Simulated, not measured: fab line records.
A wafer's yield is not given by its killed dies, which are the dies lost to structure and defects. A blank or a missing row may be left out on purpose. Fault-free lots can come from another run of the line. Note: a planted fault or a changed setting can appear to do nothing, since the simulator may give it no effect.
Which of the tools did it? | flow sfqLine | 41 wafers from 14 lots sampled at 3 of the route's 325 steps

== WHAT THE GAUGES SHOWED, per wafer ==
SFQ_L0_RS_MEAS_901: uses a four-point probe to measure.
lot  | measured    | on           | L0_MONX_KI_RS (ohm/sq)
L349 | day 1 12:35 | filmMetro-02 | 43.1 43.6 43.8
L350 | day 1 17:35 | filmMetro-04 | 42.9 43.1 43.0
L351 | day 1 22:34 | filmMetro-02 | 43.8 44.2 43.6
L352 | day 2 03:36 | filmMetro-04 | 43.6 42.7 43.6
L353 | day 2 08:37 | filmMetro-04 | 44.0 43.7 44.1
L356 | day 2 23:35 | filmMetro-01 | 43.9 43.8 43.4
L357 | day 3 04:35 | filmMetro-04 | 43.7 43.5 43.3
L364 | day 4 15:34 | filmMetro-02 | 43.3 66.7 43.2 66.8
L365 | day 4 20:35 | filmMetro-01 | 43.1 43.1 43.1
L366 | day 5 01:34 | filmMetro-04 | 43.5 67.6 43.4 43.5 67.4 43.5
L367 | day 5 06:34 | filmMetro-01 | 43.4 42.9 43.3
L368 | day 5 11:35 | filmMetro-02 | 43.7 43.3 43.8
L370 | day 5 21:35 | filmMetro-01 | 43.9 43.8 44.0
L372 | day 6 07:35 | filmMetro-04 | 43.8 44.6 43.6

SFQ_L0_THK_MEAS_902: measures by xrf.
lot  | measured    | on           | L0_MONX_KI_THK (nm)
L349 | day 1 12:41 | filmMetro-02 | 40.4 40.1 39.7
L350 | day 1 17:41 | filmMetro-04 | 40.3 40.2 40.5
L351 | day 1 22:41 | filmMetro-02 | 39.6 39.4 40.1
L352 | day 2 03:42 | filmMetro-04 | 39.9 40.6 39.7
L353 | day 2 08:43 | filmMetro-04 | 39.4 39.8 39.2
L356 | day 2 23:41 | filmMetro-01 | 39.6 39.6 39.9
L357 | day 3 04:41 | filmMetro-04 | 39.5 39.8 39.9
L364 | day 4 18:46 | filmMetro-02 | 40.1 26.1 40.1 26.1
L365 | day 4 20:41 | filmMetro-01 | 40.4 40.4 40.4
L366 | day 5 03:44 | filmMetro-04 | 40.0 25.7 40.0 39.9 25.9 40.0
L367 | day 5 06:41 | filmMetro-01 | 40.1 40.8 40.2
L368 | day 5 11:41 | filmMetro-02 | 39.8 40.2 40.0
L370 | day 5 21:41 | filmMetro-01 | 39.9 39.8 39.6
L372 | day 6 07:41 | filmMetro-04 | 39.6 38.9 39.7

== EACH LOT AND THE TOOL THAT RAN IT (in order: tool; ch and the chambers of the sampled wafers; start) ==
lot  | SFQ_TRILAYER_L0_DEP_SPUTTER_003
L349 | pvdSputter-04, day 1 12:29
L350 | pvdSputter-03, day 1 17:29
L351 | pvdSputter-06, day 1 22:29
L352 | pvdSputter-03, day 2 03:29
L353 | pvdSputter-06, day 2 08:29
L356 | pvdSputter-03, day 2 23:29
L357 | pvdSputter-03, day 3 04:29
L364 | pvdSputter-06, day 4 15:29
L365 | pvdSputter-04, day 4 20:29
L366 | pvdSputter-06, day 5 01:29
L367 | pvdSputter-03, day 5 06:29
L368 | pvdSputter-04, day 5 11:29
L370 | pvdSputter-03, day 5 21:29
L372 | pvdSputter-04, day 6 07:29
- SFQ_TRILAYER_L0_DEP_SPUTTER_003: material MoNx KI, target thk 40 nm, time 100 s.

== WHAT THE TOOLS THEMSELVES READ (means of the sampled wafers that have a number; where no wafer has one, the mark that the record gives instead) ==
SFQ_TRILAYER_L0_DEP_SPUTTER_003.
lot  | tool          | throttleValvePct (%)
L349 | pvdSputter-04 | 30.6
L350 | pvdSputter-03 | 30.1
L351 | pvdSputter-06 | 30.2
L352 | pvdSputter-03 | 29.9
L353 | pvdSputter-06 | 29.8
L356 | pvdSputter-03 | 30.4
L357 | pvdSputter-03 | 30.0
L364 | pvdSputter-06 | 29.6
L365 | pvdSputter-04 | 30.4
L366 | pvdSputter-06 | 29.0
L367 | pvdSputter-03 | 31.4
L368 | pvdSputter-04 | 30.6
L370 | pvdSputter-03 | 29.3
L372 | pvdSputter-04 | 31.1

== THE ANSWER, worked out from the rows above alone ==
Rule: usual is defined by the lots themselves. Put in order of their means at a reading, lots are off if they are a third of the lots or fewer, leave a main group of 4 or more, and stand apart from it by a gap of 3 or more times the standard deviation of the main group's means; of several such gaps the widest counts. A main group whose means are all the same, to the digits that the tables above print for the reading, isn't used. A lot without any number at a reading at which 4 lots or more have one is off too. Where the step has rows for the other lots, those lots are counted as sound. The gauges are gone through in route order, then the tools' own readings, and for those a lot's mean is taken as printed above. The first step at which some lot is off is used, and at that step the reading that is off furthest; a lot without a number counts as furthest.
Off: L364, L366, at SFQ_L0_RS_MEAS_901 (L0_MONX_KI_RS). The main group has a mean of 43.5 ohm/sq with a standard deviation of 0.33.
If a tool, at a process step before that reading, ran all the lots that are off and no sound lot after the first of them, it fits. The gauges at SFQ_L0_RS_MEAS_901 are tried like those tools. One fits: pvdSputter-06 at SFQ_TRILAYER_L0_DEP_SPUTTER_003. A fault onset in the window from L353 (day 2 08:29, its last sound lot) to L364 (day 4 15:29, its first lot off) fits.

== WHAT THE SIMULATOR PUT IN ==
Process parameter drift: pvdSputter-06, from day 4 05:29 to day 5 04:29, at SFQ_TRILAYER_L0_DEP_SPUTTER_003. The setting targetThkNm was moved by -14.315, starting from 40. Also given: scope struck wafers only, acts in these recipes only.
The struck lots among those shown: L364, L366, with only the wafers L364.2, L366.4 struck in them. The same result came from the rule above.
